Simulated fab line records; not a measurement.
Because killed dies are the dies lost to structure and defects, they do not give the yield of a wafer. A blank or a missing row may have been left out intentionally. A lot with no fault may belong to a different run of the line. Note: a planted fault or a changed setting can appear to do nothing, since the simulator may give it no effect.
fab line records / flow gf180mcu / part 2 of 2: steps 31 to 39 of 39
record lots=5 wafers=15 lastDay=32
route steps=602 shown V2@393 M3@409 V3@429
lots untouched by any fault: they come from a run of this same line in which no faults occurred
startH: hours from the record's opening day to when the first of the lot's shown wafers began / waitH: how many hours have passed since the lot's step before this one / " unchanged from the row above / L1.1+2: several wafers, shown together as one row / - no value present, or no start provided / * or withheld: withheld / < > ~ a bound
route shown NAME@n: a module of which the file shows steps, and the number in the route of the first / usual: mean/standard deviation taken from wafers without a fault / same: alike in all rows / chamber/n: place in a boat / sites: readings site by site / _std_site: standard deviation across them / _edge_site: outer sites' mean less inner sites' / radiusMm: for every site, how far away it sits from the centre of the wafer / mask NAME#n: copy n / behind: the most recent tool/chamber to have shaped the wafer / hold: why the lot was held/for how many hours/how that ended / device: which transistor (n, p or np) failed to switch / end of line: at the end of the route, the tests of the same wafers / a step with no rows: only its recipe / killed: the dies lost at the first sort to structure and to defects; this is not the yield of the wafer / map: a wafer's dies, x killed, . not, _ none there
set.NAME: the setting the step ran with; set.NAME@STEP: the setting that earlier step ran with / model.NAME: the simulator's own value behind a step, which no gauge read
certain route steps with their lots: each step a table, each wafer a row
services: a tool's chamber out of use, with start hour (startH, from the record's first day; less than 0 if before it), hours out, and reason
## steps
# step GF_M3_CD_MEAS_14
# recipe targetCdNm=280
# usual cdNm=280.1/1.1
lot.wafer=L075.1 tool=cdSem-02 chamber=- startH=489.76 waitH=0.1 cdNm=280.6
lot.wafer=L075.2 tool=cdSem-02 chamber=- startH=489.76 waitH=0.1 cdNm=280.4
lot.wafer=L075.3 tool=cdSem-02 chamber=- startH=489.76 waitH=0.1 cdNm=281.1
lot.wafer=L077.2 tool=cdSem-01 chamber=- startH=517.86 waitH=0.1 cdNm=279.1
lot.wafer=L077.3 tool=cdSem-01 chamber=- startH=517.86 waitH=0.1 cdNm=278.0
lot.wafer=L077.5 tool=cdSem-01 chamber=- startH=517.86 waitH=0.1 cdNm=278.6
lot.wafer=L082.2 tool=cdSem-02 chamber=- startH=562.11 waitH=0.1 cdNm=280.4
lot.wafer=L082.5 tool=cdSem-02 chamber=- startH=562.11 waitH=0.1 cdNm=280.4
lot.wafer=L082.6 tool=cdSem-02 chamber=- startH=562.11 waitH=0.1 cdNm=280.9
lot.wafer=L083.1 tool=cdSem-02 chamber=- startH=573.46 waitH=0.1 cdNm=280.7
lot.wafer=L083.2 tool=cdSem-02 chamber=- startH=573.46 waitH=0.1 cdNm=279.9
lot.wafer=L083.5 tool=cdSem-02 chamber=- startH=573.46 waitH=0.1 cdNm=281.1
lot.wafer=L086.1 tool=cdSem-02 chamber=- startH=594.34 waitH=0.1 cdNm=278.9
lot.wafer=L086.5 tool=cdSem-02 chamber=- startH=594.34 waitH=0.1 cdNm=279.1
lot.wafer=L086.6 tool=cdSem-02 chamber=- startH=594.34 waitH=0.1 cdNm=279.5
# step GF_M3_OVL_MEAS_15
# usual M3_OVL=3/5.4
lot.wafer=L075.1 tool=overlay-01 chamber=- startH=489.88 waitH=0.1 M3_OVL[nm]=4
lot.wafer=L075.2 tool=overlay-01 chamber=- startH=489.88 waitH=0.1 M3_OVL[nm]=4
lot.wafer=L075.3 tool=overlay-01 chamber=- startH=489.88 waitH=0.1 M3_OVL[nm]=6
lot.wafer=L077.2 tool=overlay-02 chamber=- startH=517.97 waitH=0.1 M3_OVL[nm]=1
lot.wafer=L077.3 tool=overlay-02 chamber=- startH=517.97 waitH=0.1 M3_OVL[nm]=0
lot.wafer=L077.5 tool=overlay-02 chamber=- startH=517.97 waitH=0.1 M3_OVL[nm]=3
lot.wafer=L082.2 tool=overlay-02 chamber=- startH=562.22 waitH=0.1 M3_OVL[nm]=14
lot.wafer=L082.5 tool=overlay-02 chamber=- startH=562.22 waitH=0.1 M3_OVL[nm]=12
lot.wafer=L082.6 tool=overlay-02 chamber=- startH=562.22 waitH=0.1 M3_OVL[nm]=5
lot.wafer=L083.1 tool=overlay-02 chamber=- startH=573.58 waitH=0.1 M3_OVL[nm]=2
lot.wafer=L083.2 tool=overlay-02 chamber=- startH=573.58 waitH=0.1 M3_OVL[nm]=1
lot.wafer=L083.5 tool=overlay-02 chamber=- startH=573.58 waitH=0.1 M3_OVL[nm]=1
lot.wafer=L086.1 tool=overlay-02 chamber=- startH=594.48 waitH=0.1 M3_OVL[nm]=2
lot.wafer=L086.5 tool=overlay-02 chamber=- startH=594.48 waitH=0.1 M3_OVL[nm]=5
lot.wafer=L086.6 tool=overlay-02 chamber=- startH=594.48 waitH=0.1 M3_OVL[nm]=4
# step GF_M3_METAL_ETCH_16
# recipe chemistry=Cl2/BCl3 maskMaterial=KrF targetDepthNm=750.8 stopOn=SiO2 pressureMtorr=8 icpW=800 biasW=140 Cl2_flow_sccm=80 bcl3FlowSccm=40 timeS=125.1
# usual drypumpMotorCurrentA=5.7/0.54 heBacksideLeakSccm=3.34/0.3 oesProductAu=0.988/0.0064 throttleValvePct=28.231/0.01
lot.wafer=L075.1 tool=rieMetal-04 chamber=0 startH=489.92 waitH=0.0 drypumpMotorCurrentA=5.1 heBacksideLeakSccm=3.64 oesProductAu=0.986 rfHoursCounterH=4 throttleValvePct=28.215
lot.wafer=L075.2 tool=rieMetal-04 chamber=1 startH=489.92 waitH=0.0 drypumpMotorCurrentA=5.6 heBacksideLeakSccm=3.39 oesProductAu=0.970 rfHoursCounterH=14 throttleValvePct=28.250
lot.wafer=L075.3 tool=rieMetal-04 chamber=0 startH=489.92 waitH=0.0 drypumpMotorCurrentA=5.1 heBacksideLeakSccm=3.55 oesProductAu=0.986 rfHoursCounterH=- throttleValvePct=28.242
lot.wafer=L077.2 tool=rieMetal-01 chamber=0 startH=518.00 waitH=0.0 drypumpMotorCurrentA=6.5 heBacksideLeakSccm=3.12 oesProductAu=0.991 rfHoursCounterH=8 throttleValvePct=28.217
lot.wafer=L077.3 tool=rieMetal-01 chamber=1 startH=518.00 waitH=0.0 drypumpMotorCurrentA=5.6 heBacksideLeakSccm=3.21 oesProductAu=0.984 rfHoursCounterH=- throttleValvePct=28.243
lot.wafer=L077.5 tool=rieMetal-01 chamber=1 startH=518.00 waitH=0.0 drypumpMotorCurrentA=5.6 heBacksideLeakSccm=3.16 oesProductAu=0.985 rfHoursCounterH=- throttleValvePct=28.229
lot.wafer=L082.2 tool=rieMetal-04 chamber=0 startH=562.25 waitH=0.0 drypumpMotorCurrentA=5.1 heBacksideLeakSccm=3.40 oesProductAu=0.982 rfHoursCounterH=6 throttleValvePct=28.244
lot.wafer=L082.5 tool=rieMetal-04 chamber=1 startH=562.25 waitH=0.0 drypumpMotorCurrentA=5.6 heBacksideLeakSccm=3.44 oesProductAu=0.992 rfHoursCounterH=- throttleValvePct=28.239
lot.wafer=L082.6 tool=rieMetal-04 chamber=0 startH=562.25 waitH=0.0 drypumpMotorCurrentA=5.1 heBacksideLeakSccm=3.35 oesProductAu=0.985 rfHoursCounterH=- throttleValvePct=28.222
lot.wafer=L083.1 tool=rieMetal-01 chamber=0 startH=573.62 waitH=0.0 drypumpMotorCurrentA=6.6 heBacksideLeakSccm=3.20 oesProductAu=0.990 rfHoursCounterH=10 throttleValvePct=28.239
lot.wafer=L083.2 tool=rieMetal-01 chamber=1 startH=573.62 waitH=0.0 drypumpMotorCurrentA=5.5 heBacksideLeakSccm=3.53 oesProductAu=0.980 rfHoursCounterH=11 throttleValvePct=28.240
lot.wafer=L083.5 tool=rieMetal-01 chamber=1 startH=573.62 waitH=0.0 drypumpMotorCurrentA=5.5 heBacksideLeakSccm=2.93 oesProductAu=0.982 rfHoursCounterH=- throttleValvePct=28.245
lot.wafer=L086.1 tool=rieMetal-01 chamber=1 startH=594.52 waitH=0.0 drypumpMotorCurrentA=5.6 heBacksideLeakSccm=3.26 oesProductAu=0.988 rfHoursCounterH=12 throttleValvePct=28.229
lot.wafer=L086.5 tool=rieMetal-01 chamber=1 startH=594.52 waitH=0.0 drypumpMotorCurrentA=5.6 heBacksideLeakSccm=3.35 oesProductAu=0.995 rfHoursCounterH=- throttleValvePct=28.232
lot.wafer=L086.6 tool=rieMetal-01 chamber=0 startH=594.52 waitH=0.0 drypumpMotorCurrentA=6.6 heBacksideLeakSccm=3.13 oesProductAu=0.974 rfHoursCounterH=- throttleValvePct=28.218
# step GF_M3_STRIP_17
# recipe chemistry=O2/N2 powerW=1400 pressureMtorr=1500 platenTempC=250 o2FlowSccm=3000 n2FlowSccm=300 overashFraction=0.5
# usual drypumpMotorCurrentA=5.85/0.29 heaterPowerW=324/34 o2FlowSccm=3000/8.8 oesProductAu=0.539/0.0049 stripTimeToEndpointS=7.43/0.046
lot.wafer=L075.1 tool=plasmaAsher-02 chamber=1 startH=490.05 waitH=0.1 drypumpMotorCurrentA=5.95 heaterPowerW=348 o2FlowSccm=3001 oesProductAu=0.531 rfHoursCounterH=87 stripTimeToEndpointS=7.37
lot.wafer=L075.2 tool=plasmaAsher-02 chamber=0 startH=490.05 waitH=0.1 drypumpMotorCurrentA=6.04 heaterPowerW=288 o2FlowSccm=3005 oesProductAu=0.537 rfHoursCounterH=87 stripTimeToEndpointS=7.49
lot.wafer=L075.3 tool=plasmaAsher-02 chamber=1 startH=490.05 waitH=0.1 drypumpMotorCurrentA=5.95 heaterPowerW=352 o2FlowSccm=3003 oesProductAu=0.533 rfHoursCounterH=- stripTimeToEndpointS=7.40
lot.wafer=L077.2 tool=plasmaAsher-03 chamber=1 startH=518.13 waitH=0.1 drypumpMotorCurrentA=5.45 heaterPowerW=279 o2FlowSccm=3001 oesProductAu=0.541 rfHoursCounterH=9 stripTimeToEndpointS=7.42
lot.wafer=L077.3 tool=plasmaAsher-03 chamber=1 startH=518.13 waitH=0.1 drypumpMotorCurrentA=5.43 heaterPowerW=267 o2FlowSccm=2998 oesProductAu=0.537 rfHoursCounterH=- stripTimeToEndpointS=7.45
lot.wafer=L077.5 tool=plasmaAsher-03 chamber=1 startH=518.13 waitH=0.1 drypumpMotorCurrentA=5.43 heaterPowerW=284 o2FlowSccm=3007 oesProductAu=0.541 rfHoursCounterH=- stripTimeToEndpointS=7.46
lot.wafer=L082.2 tool=plasmaAsher-03 chamber=1 startH=562.38 waitH=0.1 drypumpMotorCurrentA=5.47 heaterPowerW=277 o2FlowSccm=3000 oesProductAu=0.547 rfHoursCounterH=14 stripTimeToEndpointS=7.47
lot.wafer=L082.5 tool=plasmaAsher-03 chamber=0 startH=562.38 waitH=0.1 drypumpMotorCurrentA=5.46 heaterPowerW=386 o2FlowSccm=3010 oesProductAu=0.537 rfHoursCounterH=- stripTimeToEndpointS=7.43
lot.wafer=L082.6 tool=plasmaAsher-03 chamber=1 startH=562.38 waitH=0.1 drypumpMotorCurrentA=5.43 heaterPowerW=282 o2FlowSccm=2999 oesProductAu=0.546 rfHoursCounterH=- stripTimeToEndpointS=7.43
lot.wafer=L083.1 tool=plasmaAsher-02 chamber=1 startH=573.75 waitH=0.1 drypumpMotorCurrentA=5.96 heaterPowerW=347 o2FlowSccm=3002 oesProductAu=0.540 rfHoursCounterH=96 stripTimeToEndpointS=7.45
lot.wafer=L083.2 tool=plasmaAsher-02 chamber=0 startH=573.75 waitH=0.1 drypumpMotorCurrentA=6.05 heaterPowerW=284 o2FlowSccm=2994 oesProductAu=0.543 rfHoursCounterH=96 stripTimeToEndpointS=7.47
lot.wafer=L083.5 tool=plasmaAsher-02 chamber=1 startH=573.75 waitH=0.1 drypumpMotorCurrentA=5.95 heaterPowerW=346 o2FlowSccm=3020 oesProductAu=0.541 rfHoursCounterH=- stripTimeToEndpointS=7.43
lot.wafer=L086.1 tool=plasmaAsher-03 chamber=1 startH=594.65 waitH=0.1 drypumpMotorCurrentA=5.43 heaterPowerW=283 o2FlowSccm=2996 oesProductAu=0.539 rfHoursCounterH=18 stripTimeToEndpointS=7.41
lot.wafer=L086.5 tool=plasmaAsher-03 chamber=0 startH=594.65 waitH=0.1 drypumpMotorCurrentA=5.46 heaterPowerW=379 o2FlowSccm=3002 oesProductAu=0.541 rfHoursCounterH=- stripTimeToEndpointS=7.42
lot.wafer=L086.6 tool=plasmaAsher-03 chamber=1 startH=594.65 waitH=0.1 drypumpMotorCurrentA=5.44 heaterPowerW=275 o2FlowSccm=2995 oesProductAu=0.545 rfHoursCounterH=- stripTimeToEndpointS=7.42
# step GF_M3_STRIP_18
# recipe chemistry=postEtchResidueRemover timeS=1200 tempC=72.5
# usual bathGuardTempC=72.9/0.72
lot.wafer=L075.1 tool=wetBench-04 chamber=1 startH=490.15 waitH=0.1 bathGuardTempC=73.6
lot.wafer=L075.2 tool=wetBench-04 chamber=1 startH=490.15 waitH=0.1 bathGuardTempC=73.7
lot.wafer=L075.3 tool=wetBench-04 chamber=1 startH=490.15 waitH=0.1 bathGuardTempC=73.5
lot.wafer=L077.2 tool=wetBench-03 chamber=1 startH=518.23 waitH=0.1 bathGuardTempC=73.3
lot.wafer=L077.3 tool=wetBench-03 chamber=1 startH=518.23 waitH=0.1 bathGuardTempC=73.1
lot.wafer=L077.5 tool=wetBench-03 chamber=1 startH=518.23 waitH=0.1 bathGuardTempC=73.4
lot.wafer=L082.2 tool=wetBench-02 chamber=0 startH=562.48 waitH=0.1 bathGuardTempC=72.8
lot.wafer=L082.5 tool=wetBench-02 chamber=0 startH=562.48 waitH=0.1 bathGuardTempC=72.9
lot.wafer=L082.6 tool=wetBench-02 chamber=0 startH=562.48 waitH=0.1 bathGuardTempC=72.8
lot.wafer=L083.1 tool=wetBench-02 chamber=3 startH=573.85 waitH=0.1 bathGuardTempC=72.8
lot.wafer=L083.2 tool=wetBench-02 chamber=3 startH=573.85 waitH=0.1 bathGuardTempC=72.8
lot.wafer=L083.5 tool=wetBench-02 chamber=3 startH=573.85 waitH=0.1 bathGuardTempC=72.5
lot.wafer=L086.1 tool=wetBench-04 chamber=3 startH=594.75 waitH=0.1 bathGuardTempC=72.5
lot.wafer=L086.5 tool=wetBench-04 chamber=3 startH=594.75 waitH=0.1 bathGuardTempC=72.1
lot.wafer=L086.6 tool=wetBench-04 chamber=3 startH=594.75 waitH=0.1 bathGuardTempC=71.8
# step GF_M3_CLEAN_19
# recipe chemistry=DIW dry=n2Spin
lot.wafer=L075.1+2+3 tool=wetBench-03 chamber=0 startH=490.49 waitH=0.0
lot.wafer=L077.2+3+5 tool=wetBench-02 chamber=1 startH=518.60 waitH=0.0
lot.wafer=L082.2+5+6 tool=wetBench-03 chamber=2 startH=562.82 waitH=0.0
lot.wafer=L083.1+2+5 tool=wetBench-04 chamber=0 startH=574.19 waitH=0.0
lot.wafer=L086.1+5+6 tool=wetBench-03 chamber=2 startH=595.09 waitH=0.0
# step GF_V3_CVD_00
# recipe material=SiO2 targetThkNm=600 sigmaOpenFrac=0.3 tempC=400 timeS=100 sih4FlowSccm=60 pressureMtorr=6
lot.wafer=L075.1+2+3 tool=hdpcvd-02 chamber=1,2,0 startH=490.58 waitH=0.0
lot.wafer=L077.2+3+5 tool=hdpcvd-01 chamber=0,2,2 startH=518.69 waitH=0.0
lot.wafer=L082.2+5+6 tool=hdpcvd-01 chamber=0,1,0 startH=562.91 waitH=0.0
lot.wafer=L083.1+2+5 tool=hdpcvd-02 chamber=1,0,1 startH=574.29 waitH=0.0
lot.wafer=L086.1+5+6 tool=hdpcvd-02 chamber=1,1,2 startH=595.18 waitH=0.0
# step GF_V3_THK_MEAS_01
# recipe reads=SiO2_of_V3_CVD_00
# usual V3_CVD_00_THK=591/8.8
lot.wafer=L075.1 tool=filmMetro-04 chamber=- startH=490.65 waitH=0.0 V3_CVD_00_THK[nm]=598
lot.wafer=L075.2 tool=filmMetro-04 chamber=- startH=490.65 waitH=0.0 V3_CVD_00_THK[nm]=599
lot.wafer=L075.3 tool=filmMetro-04 chamber=- startH=490.65 waitH=0.0 V3_CVD_00_THK[nm]=577
lot.wafer=L077.2 tool=filmMetro-04 chamber=- startH=518.77 waitH=0.0 V3_CVD_00_THK[nm]=596
lot.wafer=L077.3 tool=filmMetro-04 chamber=- startH=518.77 waitH=0.0 V3_CVD_00_THK[nm]=607
lot.wafer=L077.5 tool=filmMetro-04 chamber=- startH=518.77 waitH=0.0 V3_CVD_00_THK[nm]=603
lot.wafer=L082.2 tool=filmMetro-01 chamber=- startH=562.99 waitH=0.0 V3_CVD_00_THK[nm]=590
lot.wafer=L082.5 tool=filmMetro-01 chamber=- startH=562.99 waitH=0.0 V3_CVD_00_THK[nm]=578
lot.wafer=L082.6 tool=filmMetro-01 chamber=- startH=562.99 waitH=0.0 V3_CVD_00_THK[nm]=587
lot.wafer=L083.1 tool=filmMetro-01 chamber=- startH=574.36 waitH=0.0 V3_CVD_00_THK[nm]=592
lot.wafer=L083.2 tool=filmMetro-01 chamber=- startH=574.36 waitH=0.0 V3_CVD_00_THK[nm]=586
lot.wafer=L083.5 tool=filmMetro-01 chamber=- startH=574.36 waitH=0.0 V3_CVD_00_THK[nm]=596
lot.wafer=L086.1 tool=filmMetro-01 chamber=- startH=595.25 waitH=0.0 V3_CVD_00_THK[nm]=592
lot.wafer=L086.5 tool=filmMetro-01 chamber=- startH=595.25 waitH=0.0 V3_CVD_00_THK[nm]=593
lot.wafer=L086.6 tool=filmMetro-01 chamber=- startH=595.25 waitH=0.0 V3_CVD_00_THK[nm]=591
# step GF_V3_CVD_02
# recipe material=SiO2 targetThkNm=850 precursor=TEOS tempC=400 timeS=94.851 rfW=600
# usual heaterPowerW=680/80
lot.wafer=L075.1 tool=pecvd-04 chamber=2 startH=490.71 waitH=0.1 heaterPowerW=658
lot.wafer=L075.2 tool=pecvd-04 chamber=1 startH=490.71 waitH=0.1 heaterPowerW=755
lot.wafer=L075.3 tool=pecvd-04 chamber=1 startH=490.71 waitH=0.1 heaterPowerW=590
lot.wafer=L077.2 tool=pecvd-01 chamber=2 startH=518.82 waitH=0.0 heaterPowerW=592
lot.wafer=L077.3 tool=pecvd-01 chamber=0 startH=518.82 waitH=0.0 heaterPowerW=738
lot.wafer=L077.5 tool=pecvd-01 chamber=0 startH=518.82 waitH=0.0 heaterPowerW=583
lot.wafer=L082.2 tool=pecvd-04 chamber=1 startH=563.04 waitH=0.0 heaterPowerW=718
lot.wafer=L082.5 tool=pecvd-04 chamber=1 startH=563.04 waitH=0.0 heaterPowerW=741
lot.wafer=L082.6 tool=pecvd-04 chamber=2 startH=563.04 waitH=0.0 heaterPowerW=780
lot.wafer=L083.1 tool=pecvd-01 chamber=1 startH=574.42 waitH=0.1 heaterPowerW=649
lot.wafer=L083.2 tool=pecvd-01 chamber=0 startH=574.42 waitH=0.1 heaterPowerW=682
lot.wafer=L083.5 tool=pecvd-01 chamber=0 startH=574.42 waitH=0.1 heaterPowerW=731
lot.wafer=L086.1 tool=pecvd-03 chamber=1 startH=595.31 waitH=0.1 heaterPowerW=785
lot.wafer=L086.5 tool=pecvd-03 chamber=2 startH=595.31 waitH=0.1 heaterPowerW=656
lot.wafer=L086.6 tool=pecvd-03 chamber=0 startH=595.31 waitH=0.1 heaterPowerW=737
## services
tool=krfScanner-01 chamber=- startH=432.74 hours=0.7 kind=repair
tool=pvdSputter-01 chamber=- startH=442.05 hours=3.8 kind=repair
tool=rieDiel-04 chamber=1 startH=445.93 hours=3.1 kind=repair
tool=krfScanner-01 chamber=- startH=448.97 hours=1.0 kind=pm
tool=rieDiel-04 chamber=- startH=453.75 hours=2.8 kind=pm
tool=krfScanner-02 chamber=- startH=457.64 hours=0.8 kind=repair
tool=krfScanner-02 chamber=- startH=460.30 hours=1.3 kind=pm
tool=wetBench-03 chamber=- startH=465.21 hours=1.6 kind=repair
tool=pvdSputter-03 chamber=- startH=472.35 hours=2.2 kind=repair
tool=rieDiel-04 chamber=1 startH=472.88 hours=2.7 kind=repair
tool=krfScanner-02 chamber=- startH=481.22 hours=3.0 kind=pm
tool=cmp-02 chamber=- startH=482.50 hours=3.8 kind=repair
tool=cmp-02 chamber=- startH=486.27 hours=5.1 kind=pm
tool=cmp-02 chamber=- startH=499.24 hours=4.8 kind=pm
tool=cmp-02 chamber=- startH=535.77 hours=10.9 kind=pm
tool=wetBench-01 chamber=- startH=537.30 hours=1.2 kind=repair
tool=krfScanner-02 chamber=- startH=548.04 hours=1.0 kind=pm
tool=krfScanner-01 chamber=- startH=548.84 hours=1.0 kind=repair
tool=rieDiel-04 chamber=- startH=555.27 hours=0.3 kind=repair
tool=rieDiel-04 chamber=0 startH=557.11 hours=4.0 kind=repair
tool=pvdSputter-03 chamber=- startH=570.11 hours=1.8 kind=repair
tool=pvdSputter-03 chamber=- startH=572.90 hours=6.7 kind=repair
tool=krfScanner-01 chamber=- startH=586.75 hours=1.3 kind=pm
tool=krfScanner-01 chamber=- startH=592.43 hours=0.8 kind=pm
